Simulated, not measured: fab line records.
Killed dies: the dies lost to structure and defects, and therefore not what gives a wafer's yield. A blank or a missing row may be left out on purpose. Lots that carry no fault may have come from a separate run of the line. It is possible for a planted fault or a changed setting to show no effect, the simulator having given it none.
Comparing a struck lot with a sound one / flow sfq_line / 13 out of 325 route steps
Sound: the wafers L107.2, L107.4, L107.6. Wafers L117.1, L117.2, L117.4 were the ones struck. At the end, the cause is stated.
Order at every step that has rows: each side's tool, ch and its chambers, its first start. Under that, the readings that differ: sound wafers / struck wafers / difference of the means / sigmas: that difference in standard deviations of wafers without a fault.
alike: same words and numbers on both sides, and readings whose means sit less than 2 such deviations apart. not compared: any withheld reading, any reading some wafer has no value for, any bound like >300 that may hide the same value, and any number with overlapping values for which the record gives no deviation.
A row with sigmas, a row that says differs or no value, or rows on one side alone: a step with any of these is where the two part. Numbers that don't overlap but have no deviation are shown without sigmas and don't part them. Lack of a reading on every wafer of one side parts them only where that side has two or more wafers.

first, 1 step without rows for these wafers: SFQ_TRILAYER_M4_DEP_PRE_CLEAN_092 (time 22.5 s).
SFQ_TRILAYER_M4_DEP_SPUTTER_091: material Nb, target thk 200 nm, time 133.3 s.
  struck on pvd_sputter-05, day 38 03:49; sound on pvd_sputter-05, day 34 22:16
  alike: throttle_valve_pct
SFQ_M4_RS_MEAS_924: a four-point-probe measurement.
  struck on film_metro-03, day 38 03:55; sound on film_metro-04, day 34 22:23
  alike: M4_NB_RS
then, 6 steps without rows for these wafers: SFQ_TRILAYER_M4_LITHO_COAT_098 (resist thk 62 nm); SFQ_TRILAYER_M4_LITHO_COAT_093 (resist thk 600 nm); SFQ_TRILAYER_M4_LITHO_SOFTBAKE_097; SFQ_TRILAYER_M4_LITHO_EXPOSE_094 (exposes mask M4, target cd 500 nm); SFQ_TRILAYER_M4_LITHO_PEB_096 (peb time 60 s); SFQ_TRILAYER_M4_LITHO_DEVELOP_095 (time 60 s).
SFQ_M4_OVL_MEAS_926:
  struck on overlay-01, day 39 17:38; sound on overlay-01, day 37 07:02
reading=M4_OVL (nm); sound=15 12 11; struck=-4 -4 -6; difference=-17; sigmas=-3
SFQ_TRILAYER_M4_BARC_OPEN_METAL_ETCH_123: etches BARC in O2, target depth 125 nm, time 41.7 s.
  sound on rie_metal-02 ch 1, day 37 07:05; struck on rie_metal-03 ch 0,1, day 39 17:40
  alike: drypump_motor_current_A, oes_product_au, rf_fwd_power_W, run_length_s
  not compared: rf_hours_counter_h
SFQ_TRILAYER_M4_ETCH_METAL_ETCH_096: etches Nb in Cl2/Ar, stops on SiO2, target depth 240 nm, time 120 s.
  sound on rie_metal-02 ch 1, day 37 07:14; struck on rie_metal-03 ch 0,1, day 39 17:44
reading=oes_product_au (a.u.); sound=0.902 0.898 0.907; struck=0.983 1.017 1.012; difference=+0.102; sigmas=+12
reading=rf_fwd_power_W (W); sound=595.9 597.6 594.7; struck=- - -; difference=no value on the struck wafers; sigmas=
reading=run_length_s (s); sound=148.11 148.74 147.85; struck=132.58 132.47 132.27; difference=-15.79; sigmas=-63
reading=model.KrF_of_TRILAYER_M4_LITHO_COAT_093.thk_nm (nm); sound=384.9 382.9 382.9; struck=402.5 396.2 396.3; difference=+14.8; sigmas=
  alike: drypump_motor_current_A
  not compared: rf_hours_counter_h
SFQ_TRILAYER_M4_STRIP_STRIP_097: strips in O2.
  sound on rie_metal-02 ch 1, day 37 07:38; struck on rie_metal-03 ch 0,1, day 39 17:52
  alike: drypump_motor_current_A, oes_product_au
  not compared: rf_hours_counter_h

## WHERE THEY PART
At SFQ_M4_OVL_MEAS_926 first; at SFQ_TRILAYER_M4_ETCH_METAL_ETCH_096 last (within this record only). Later steps at which nothing parts them and some readings are alike: SFQ_TRILAYER_M4_STRIP_STRIP_097.

WHY: the cause the simulator had injected
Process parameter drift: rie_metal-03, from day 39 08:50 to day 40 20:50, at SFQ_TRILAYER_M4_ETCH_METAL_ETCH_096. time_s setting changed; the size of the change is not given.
